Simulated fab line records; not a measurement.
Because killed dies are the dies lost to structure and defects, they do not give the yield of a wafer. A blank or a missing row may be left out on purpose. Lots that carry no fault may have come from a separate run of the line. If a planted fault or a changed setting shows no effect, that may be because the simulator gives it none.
fab line records	flow sky130
record lots=5	wafers=15	lastDay=49
route steps=708 shown VIA3@576 PAD_OPEN@708
lots with no fault: from the same line, run without faults
startH: hours from the record's first day to the start of the lot's first wafer shown	waitH: hours from the lot's prior step to this one	" as in the row above	L1.1+2: several wafers, shown together as one row	- no value, or no start was given	* or withheld: withheld	< > ~ a bound
route shown NAME@n: a module of which the file shows steps, and the number in the route of the first	usual: average and standard deviation across the fault-free wafers	same: alike in all rows	chamber/n: place in a boat	sites: each site's reading	_std_site: their standard deviation	_edge_site: mean of outer sites minus mean of inner sites	radiusMm: how far each site lies from the wafer's centre	mask NAME#n: copy n	behind: the most recent tool/chamber to have shaped the wafer	hold: what put the lot on hold/how long, in hours/how the hold closed	device: the n, p or np transistor that did not switch	end of line: the tests these same wafers got at the end of their route	step lacking rows: just its recipe	killed: dies that structure and defects cost at the first sort, which is not the same as the wafer's yield	map: shows each die of a wafer: x if killed, . if not, _ if none is there
set.NAME: the setting that was run; set.NAME@STEP: the one run at that earlier step	model.NAME: the simulator's own value behind a step, which no gauge read
lots seen at some steps along the route; tables by step, rows by wafer
services: from which hour (startH, from the record's first day; less than 0 if before it) a tool's chamber was out of use, for how many hours, and why
## steps
# step SKY_VIA3_BOW_MEAS_03
# recipe mode=bow
# usual VIA3_BOW=81/7.8
lot.wafer	tool	chamber	startH	waitH	VIA3_BOW[um]
L357.2	filmMetro-04	-	901.91	0.3	93
L357.3	"	-	"	"	86
L357.6	"	-	"	"	67
L360.1	filmMetro-01	-	932.11	0.2	83
L360.3	"	-	"	"	86
L360.4	"	-	"	"	78
L368.2	filmMetro-01	-	986.48	0.2	81
L368.3	"	-	"	"	73
L368.5	"	-	"	"	89
L373.3	filmMetro-04	-	1016.29	0.2	80
L373.5	"	-	"	"	73
L373.6	"	-	"	"	85
L376.4	filmMetro-01	-	1040.56	0.3	77
L376.5	"	-	"	"	65
L376.6	"	-	"	"	84
# step SKY_VIA3_DEHYDRATE_04
# recipe tempC=200	timeS=60
# step SKY_VIA3_HMDS_05
# recipe primeTimeS=60	primeTempC=120
# step SKY_VIA3_COAT_06
# recipe resist=BARC	tempC=withheld	timeS=withheld	spinRpm=3000	resistThkNm=60
# step SKY_VIA3_COAT_07
# recipe resist=KrF-thick	spinRpm=3000	resistThkNm=450
# step SKY_VIA3_SOFTBAKE_08
# recipe tempC=100	timeS=90	resist=KrF-thick
# step SKY_VIA3_EXPOSE_09
# recipe maskId=VIM3	na=0.8	sourceShape=annular	sigmaInner=0.55	sigmaOuter=0.85	targetCdNm=200	doseMj=38
# step SKY_VIA3_PEB_10
# recipe pebTempC=withheld	pebTimeS=withheld	resist=KrF-thick
# step SKY_VIA3_DEVELOP_11
# recipe developTimeS=60	resist=KrF-thick	devTempC=21
# step SKY_VIA3_CD_MEAS_12
# recipe targetCdNm=200
# usual cdNm=200.3/1.6
lot.wafer	tool	chamber	startH	waitH	cdNm
L357.2	cdSem-01	-	926.83	-	198.6
L357.3	"	-	"	"	198.2
L357.6	"	-	"	"	199.7
L360.1	cdSem-01	-	956.61	-	202.2
L360.3	"	-	"	"	202.7
L360.4	"	-	"	"	201.9
L368.2	cdSem-01	-	1010.43	-	200.9
L368.3	"	-	"	"	200.6
L368.5	"	-	"	"	201.9
L373.3	cdSem-01	-	1039.20	-	199.4
L373.5	"	-	"	"	200.5
L373.6	"	-	"	"	201.4
L376.4	cdSem-02	-	1062.02	-	196.5
L376.5	"	-	"	"	197.1
L376.6	"	-	"	"	195.5
# step SKY_VIA3_OVL_MEAS_13
# usual VIA3_OVL=0/5
lot.wafer	tool	chamber	startH	waitH	VIA3_OVL[nm]
L357.2	overlay-01	-	926.94	0.1	-6
L357.3	"	-	"	"	1
L357.6	"	-	"	"	-4
L360.1	overlay-01	-	956.73	0.1	1
L360.3	"	-	"	"	0
L360.4	"	-	"	"	3
L368.2	overlay-01	-	1010.54	0.1	8
L368.3	"	-	"	"	-1
L368.5	"	-	"	"	0
L373.3	overlay-02	-	1039.30	0.1	-7
L373.5	"	-	"	"	0
L373.6	"	-	"	"	-3
L376.4	overlay-02	-	1062.10	0.1	7
L376.5	"	-	"	"	7
L376.6	"	-	"	"	6
# step SKY_VIA3_ETCH_14
# recipe chemistry=N2/H2	target=BARC	ionEnergyEv=200	sourceW=500	biasW=100	pressureMtorr=30	n2FlowSccm=100	h2FlowSccm=200	stopOn=SiO2	timeS=45.9	targetDepthA=600
# usual drypumpMotorCurrentA=5.6/0.44	n2FlowSccm=100.00/0.3	oesProductAu=0.854/0.0043	throttleValvePct=13.225/0.0089
lot.wafer	tool	chamber	startH	waitH	drypumpMotorCurrentA	n2FlowSccm	oesProductAu	rfHoursCounterH	throttleValvePct
L357.2	rieDiel-03	3	926.97	0.0	5.3	99.86	0.861	17	13.222
L357.3	"	0	"	"	6.0	100.14	0.855	16	13.222
L357.6	"	0	"	"	6.0	99.96	0.849	-	13.223
L360.1	rieDiel-04	0	956.77	0.0	5.1	100.53	0.857	20	13.236
L360.3	"	2	"	"	5.4	100.81	0.853	12	13.223
L360.4	"	3	"	"	6.2	100.14	0.858	17	13.228
L368.2	rieDiel-02	1	1010.57	0.0	6.0	100.70	0.850	19	13.223
L368.3	"	3	"	"	5.6	100.36	0.857	16	13.225
L368.5	"	0	"	"	5.5	100.05	0.858	-	13.217
L373.3	rieDiel-04	1	1039.32	0.0	4.8	100.43	0.859	20	13.232
L373.5	"	0	"	"	5.1	100.10	0.855	-	13.247
L373.6	"	3	"	"	6.2	99.22	0.858	-	13.235
L376.4	rieDiel-02	0	1062.12	0.0	5.5	99.96	0.862	13	13.229
L376.5	"	1	"	"	6.0	100.26	0.854	-	13.221
L376.6	"	0	"	"	5.5	99.79	0.857	-	13.241
# step SKY_VIA3_ETCH_15
# recipe target=SiO2	chemistry=C4F8/O2/Ar	targetDepthNm=507	stopOn=TiN	maskMaterial=KrF-thick	sourceW=1500	biasW=1200	pressureMtorr=40	c4f8FlowSccm=withheld	O2_flow_sccm=6	Ar_flow_sccm=300	timeS=78
# usual oesProductAu=0.946/0.005
lot.wafer	tool	chamber	startH	waitH	oesProductAu	rfHoursCounterH	model.etch.depthNm	model.VIA3.featureDepthNm	model.KrF-thick_of_VIA3_COAT_07.thkNm
L357.2	rieDiel-03	3	927.01	0.0	0.944	17	464.3	464.3	288.8
L357.3	"	0	"	"	0.943	16	464.5	464.5	289.5
L357.6	"	0	"	"	0.941	-	465.2	465.2	290.3
L360.1	rieDiel-04	0	956.81	0.0	0.947	21	466.3	466.3	290
L360.3	"	2	"	"	0.946	12	464.6	464.6	289
L360.4	"	3	"	"	0.945	17	466.1	466.1	287
L368.2	rieDiel-02	1	1010.61	0.0	0.944	19	465.2	465.2	292.1
L368.3	"	3	"	"	0.940	16	464.4	464.4	287.3
L368.5	"	0	"	"	0.947	-	464.9	464.9	289.8
L373.3	rieDiel-04	1	1039.36	0.0	0.951	20	466.2	466.2	289.4
L373.5	"	0	"	"	0.863	-	389.9	389.9	315.7
L373.6	"	3	"	"	0.953	-	465.6	465.6	291.2
L376.4	rieDiel-02	0	1062.16	0.0	0.961	13	466.4	466.4	289.6
L376.5	"	1	"	"	0.950	-	465.2	465.2	291.3
L376.6	"	0	"	"	0.939	-	465.5	465.5	292.2
# step SKY_VIA3_STRIP_16
# recipe chemistry=O2/N2	powerW=1400	pressureMtorr=1500	platenTempC=withheld	o2FlowSccm=3000	n2FlowSccm=300	overashFraction=0.5
# usual drypumpMotorCurrentA=5.5/0.56	n2FlowSccm=300.1/0.88	oesProductAu=0.402/0.0048	stripTimeToEndpointS=4.121/0.019
lot.wafer	tool	chamber	startH	waitH	drypumpMotorCurrentA	n2FlowSccm	oesProductAu	rfHoursCounterH	stripTimeToEndpointS
L357.2	plasmaAsher-03	1	927.07	0.0	4.7	299.7	0.398	82	4.098
L357.3	"	0	"	"	5.7	299.5	0.396	-	4.118
L357.6	"	0	"	"	5.7	300.3	0.404	-	4.124
L360.1	plasmaAsher-02	1	956.87	0.0	5.8	300.1	0.407	25	4.108
L360.3	"	1	"	"	5.8	300.6	0.401	-	4.109
L360.4	"	0	"	"	6.2	301.2	0.401	-	4.104
L368.2	plasmaAsher-02	1	1010.67	0.0	5.8	299.7	0.398	30	4.150
L368.3	"	1	"	"	5.8	299.1	0.398	-	4.096
L368.5	"	0	"	"	6.2	298.6	0.403	-	4.116
L373.3	plasmaAsher-03	0	1039.46	0.1	5.7	299.3	0.399	-	4.120
L373.5	"	0	"	"	5.7	299.9	0.417	-	4.394
L373.6	"	1	"	"	4.6	301.9	0.401	-	4.125
L376.4	plasmaAsher-02	1	1062.25	0.1	5.8	299.3	0.399	-	4.100
L376.5	"	0	"	"	6.2	300.6	0.402	-	4.130
L376.6	"	1	"	"	5.8	297.7	0.403	-	4.135
# step SKY_VIA3_STRIP_17
# recipe chemistry=postEtchResidueRemover	timeS=1200	tempC=72.5
# step SKY_PAD_OPEN_PROBE_99
# usual defectLimitedYield=82.6/1.9	killed_at_M0_to_M3=43/6.9	killed_at_M4_up=3.2/2	killedAtContacts=25/5.1	killedAtFrontEnd=15/4.5	killedAtOther=0.2/0.51	killedDies=85/9.5	killedOnRim=16/3.7	killedOpen=48/6.9	killedShort=38/6.7	sort_bin_3_pad_short=0.8/0.4	sort_bin_5_function=10.2/1.6	sort_bin_6_memory=6.4/1.1	sortNPass=407/9.5	sortYieldPct=82.6/1.9
# same grossDies=492	killedAtBackSide=0	sort_bin_4_leakage[%]=0	sort_bin_8_speed[%]=0
lot.wafer	tool	chamber	startH	waitH	defectLimitedYield[%]	killed_at_M0_to_M3	killed_at_M4_up	killedAtContacts	killedAtFrontEnd	killedAtOther	killedDies	killedOnRim	killedOpen	killedShort	sort_bin_3_pad_short[%]	sort_bin_5_function[%]	sort_bin_6_memory[%]	sortNPass	sortYieldPct[%]
L368.2	prober-02	-	1144.18	0.1	81.9	39	9	27	11	3	89	16	56	33	0.8	10.6	6.7	403	81.9
L368.3	prober-02	-	1144.23	0.2	79.9	45	5	25	24	0	99	15	56	43	0.8	11.8	7.5	393	79.9
L368.5	prober-02	-	1144.33	0.2	81.1	43	4	33	13	0	93	20	56	37	0.6	12.0	6.3	399	81.1
L373.3	prober-01	-	1167.07	0.2	83.7	34	7	29	10	0	80	16	48	32	0.6	10.0	5.7	412	83.7
L373.5	prober-01	-	1167.17	0.2	0	447	2	28	14	1	492	96	47	40	0.2	93.3	6.5	0	0
L373.6	prober-01	-	1167.22	0.2	83.9	47	2	19	11	0	79	13	44	35	0.6	8.1	7.3	413	83.9
# killed by level:class
L368.2 VIA1:geometricParticle:open=11 CONTACT:geometricParticle:open=10 VIA2:geometricParticle:open=8 LI_CONTACT:geometricParticle:open=6 METAL4:geometricParticle:open=5 LI_CONTACT:geometricParticle:short=4 METAL1:geometricParticle:short=4 VIA2:geometricParticle:short=4
L368.3 VIA1:geometricParticle:open=15 LI_CONTACT:geometricParticle:open=7 POLY_GATE:geometricParticle:short=6 VIA3:geometricParticle:open=6 METAL1:geometricParticle:short=6 FIELD_ISO:geometricParticle:open=5 FIELD_ISO:geometricParticle:short=5 POLY_GATE:geometricParticle:open=5
L368.5 CONTACT:geometricParticle:open=16 VIA1:geometricParticle:open=9 LI_CONTACT:geometricParticle:open=8 VIA2:geometricParticle:open=8 METAL1:geometricParticle:short=6 VIA1:geometricParticle:short=5 POLY_GATE:geometricParticle:short=4 CONTACT:geometricParticle:short=4
L373.3 CONTACT:geometricParticle:open=16 VIA1:geometricParticle:open=8 LI_CONTACT:geometricParticle:open=7 VIA2:geometricParticle:open=6 POLY_GATE:geometricParticle:short=5 METAL1:geometricParticle:short=5 VIA3:geometricParticle:open=5 VIA1:geometricParticle:short=4
L373.5 VIA3:areaEtch=405 CONTACT:geometricParticle:open=9 VIA1:geometricParticle:open=9 LI_CONTACT:geometricParticle:open=7 VIA1:geometricParticle:short=6 METAL2:geometricParticle:short=6 LOCAL_INTERCONNECT:geometricParticle:short=5 FIELD_ISO:geometricParticle:short=4
L373.6 VIA1:geometricParticle:open=12 VIA3:geometricParticle:open=7 CONTACT:geometricParticle:open=6 LI_CONTACT:geometricParticle:short=5 VIA2:geometricParticle:open=5 METAL1:geometricParticle:short=5 VIA1:geometricParticle:short=5 POLY_GATE:geometricParticle:short=3
# map L373.5 (x killed, . not)
__________xxxxxxxxxx_________
________xxxxxxxxxxxxxx_______
______xxxxxxxxxxxxxxxxxx_____
_____xxxxxxxxxxxxxxxxxxxx____
____xxxxxxxxxxxxxxxxxxxxxx___
___xxxxxxxxxxxxxxxxxxxxxxxx__
__xxxxxxxxxxxxxxxxxxxxxxxxxx_
_xxxxxxxxxxxxxxxxxxxxxxxxxxxx
_xxxxxxxxxxxxxxxxxxxxxxxxxxxx
_xxxxxxxxxxxxxxxxxxxxxxxxxxxx
_xxxxxxxxxxxxxxxxxxxxxxxxxxxx
_xxxxxxxxxxxxxxxxxxxxxxxxxxxx
_xxxxxxxxxxxxxxxxxxxxxxxxxxxx
_xxxxxxxxxxxxxxxxxxxxxxxxxxxx
_xxxxxxxxxxxxxxxxxxxxxxxxxxxx
__xxxxxxxxxxxxxxxxxxxxxxxxxx_
___xxxxxxxxxxxxxxxxxxxxxxxx__
____xxxxxxxxxxxxxxxxxxxxxx___
_____xxxxxxxxxxxxxxxxxxxx____
______xxxxxxxxxxxxxxxxxx_____
________xxxxxxxxxxxxxx_______
__________xxxxxxxxxx_________
# map L360.1 (x killed, . not)
__________...xx...x._________
________.xxx..x....x.._______
______......x....xx....._____
_____.xx...xx..x.......x.____
____x.............x......x___
___........xx..x...........__
__..xx........x..x.........._
_.x...............x..........
_.........x...x..x......x....
_....x.....x..xx...xx........
_x....x.................x.x..
_..xx..x.....x...x........x..
_.....x....x....x.........x..
_x.........x.........x.x.....
_x..........x....x...........
__.x.x......x..............x_
___x...x..xx..x.........x.x__
____........x.............___
_____..xx................____
______..............x..._____
________.x.x..xx......_______
__________..x......._________
## services
tool	chamber	startH	hours	kind
plasmaAsher-02	-	916.39	10.0	pm
rieDiel-04	-	933.53	2.8	pm
rieDiel-04	-	937.51	0.9	repair
rieDiel-03	1	960.12	7.7	repair
rieDiel-02	-	962.77	14.6	pm
plasmaAsher-03	-	964.60	3.2	repair
plasmaAsher-02	-	1044.17	3.9	repair
rieDiel-04	2	1046.96	8.3	repair
## key
firstSign step=SKY_VIA3_ETCH_15	reading=oesProductAu	direction=down	sigmas=16	usual=0.946	struck=0.863
effect step=SKY_VIA3_STRIP_16	reading=stripTimeToEndpointS	direction=up	sigmas=14	usual=*	struck=*
effect step=SKY_PAD_OPEN_PROBE_99	reading=killed_at_M0_to_M3	direction=up	sigmas=59	usual=43	struck=447
modelEffect step=SKY_VIA3_ETCH_15	value=etch.depthNm	without=466.5	struck=389.9
moreKillsBornAt SKY_VIA3_ETCH_15@rieDiel-04=405
metAt SKY_VIA3_ETCH_15
struckWafers L373.5
laterRowsLeftOut L373.5
onsetBetween 956.81 1039.36
fault kind=processParameterDrift	tool=rieDiel-04	chamber=0	onsetH=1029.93	steps=SKY_VIA3_ETCH_15	channel=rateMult	offset=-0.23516	shape=step	endH=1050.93
# laterRowsLeftOut: the simulator's readings of these wafers behind a module that went badly wrong aren't trusted and aren't shown, but for the sort
